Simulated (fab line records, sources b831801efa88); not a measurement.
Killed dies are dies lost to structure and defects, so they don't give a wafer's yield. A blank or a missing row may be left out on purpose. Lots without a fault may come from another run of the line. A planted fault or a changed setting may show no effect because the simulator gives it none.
A struck lot beside a sound one | flow sky130 | 15 steps out of a route of 708
Sound: wafers L687.1, L687.2, L687.6. Struck: wafer L688.5. (L688.1, L688.4 of the same lot were not struck and are left out.) The cause comes at the end.
At each step with rows: each side's tool, then ch and its chambers, then its first start. Under that, the readings that differ: sound wafers | struck wafers | difference of the means | sigmas: that difference in standard deviations of wafers without a fault.
alike: readings whose means differ by less than 2 such deviations, and words and numbers that are the same on both sides. not compared: withheld readings, readings that some wafer has no value for, bounds like >300 that may hide the same value, and numbers for which the record gives no deviation and whose values overlap.
The two part at a step that has a row with sigmas, a row that says differs or no value, or rows on one side only. Numbers that don't overlap but have no deviation are shown without sigmas and don't part them. A reading that every wafer of one side lacks parts them only if that side has two wafers or more.

first, 1 step without rows for these wafers: SKY_VIA3_SPUTTER_20 (material TiN, target thk 20 nm, time 80 s).
SKY_VIA3_CVD_21: deposits W, target thk 390 nm, time 117.31 s.
  sound on cvd_w-02 ch 0,1, day 41 10:05; struck on cvd_w-01 ch 0, day 42 01:41
  alike: heater_power_w
SKY_VIA3_RS_MEAS_22: measures by four-point-probe.
  sound on film_metro-04, day 41 10:13; struck on film_metro-04, day 42 01:49
  reading            | sound             | struck | difference | sigmas
  VIA3_W_RS (ohm/sq) | 0.299 0.300 0.302 | 0.293  | -0.007     | -2
SKY_VIA3_THK_MEAS_23: measures by xrf.
  sound on film_metro-04, day 41 10:20; struck on film_metro-04, day 42 01:56
  alike: VIA3_W_THK
SKY_VIA3_CMP_24: polishes, stops on SiO2, t overpolish 20 s, target thk 0 nm.
  sound on cmp-02 ch 0,2,3, day 41 10:30; struck on cmp-01 ch 1, day 42 02:05
  alike: head_pressure_psi, motor_current_A, overpolish_run_s, slurry_flow_ml_min, time_to_endpoint_s
then, 1 step without rows for these wafers: SKY_METAL4_SPUTTER_00 (material Ti, target thk 15 nm, time 10 s).
SKY_METAL4_SPUTTER_01: material TiN, target thk 20 nm, time 16.7 s.
  sound on pvd_sputter-04, day 41 10:43; struck on pvd_sputter-04, day 42 02:19
  alike: chamber_pressure_pa, throttle_valve_pct
SKY_METAL4_SPUTTER_02: material AlCu, target thk 735 nm, time 39.1 s.
  sound on pvd_sputter-04, day 41 10:45; struck on pvd_sputter-04, day 42 02:20
  alike: chamber_pressure_pa, throttle_valve_pct
then, 1 step without rows for these wafers: SKY_METAL4_SPUTTER_03 (material Ti, target thk 5 nm, time 3.3 s).
SKY_METAL4_SPUTTER_04: material TiN, target thk 70 nm, time 58.3 s.
  sound on pvd_sputter-04, day 41 10:48; struck on pvd_sputter-04, day 42 02:24
  alike: chamber_pressure_pa, throttle_valve_pct
then, 1 step without rows for these wafers: SKY_CAP2M_CVD_00 (deposits SiO2, target thk 15.5 nm).
SKY_CAP2M_THK_MEAS_01:
  sound on film_metro-02, day 41 10:52; struck on film_metro-03, day 42 02:28
  alike: CAP2M_CVD_00_THK
SKY_CAP2M_SPUTTER_02: material TiN, target thk 200 nm, time 166.7 s.
  sound on pvd_sputter-01, day 41 10:56; struck on pvd_sputter-01, day 42 02:32
  reading                  | sound                | struck | difference | sigmas
  chamber_pressure_pa (Pa) | 0.4000 0.4005 0.4008 | 0.4160 | +0.0156    | +19
  alike: throttle_valve_pct
SKY_CAP2M_RS_MEAS_03: measures by four-point-probe.
  sound on film_metro-03, day 41 11:02; struck on film_metro-02, day 42 02:38
  alike: CAP2M_TIN_RS
-- the record jumps here: 6 days lie between the struck wafers' starts before and after (it left off in module CAP2M and takes up again in module PAD_OPEN, whose first step shown is number 708 of the route) --
SKY_PAD_OPEN_PROBE_99:
  sound on prober-01, day 47 05:29; struck on prober-02, day 47 18:38
  alike: defect_limited_yield, killed_at_M0_to_M3, killed_at_M4_up, killed_at_contacts, killed_at_front_end, killed_at_other, killed_dies, killed_open, killed_short

WHERE THEY PART
First at SKY_VIA3_RS_MEAS_22; last, within this record, at SKY_CAP2M_SPUTTER_02. Later steps at which nothing parts them and some readings are alike: SKY_CAP2M_RS_MEAS_03, SKY_PAD_OPEN_PROBE_99.

WHY: what the simulator had put in
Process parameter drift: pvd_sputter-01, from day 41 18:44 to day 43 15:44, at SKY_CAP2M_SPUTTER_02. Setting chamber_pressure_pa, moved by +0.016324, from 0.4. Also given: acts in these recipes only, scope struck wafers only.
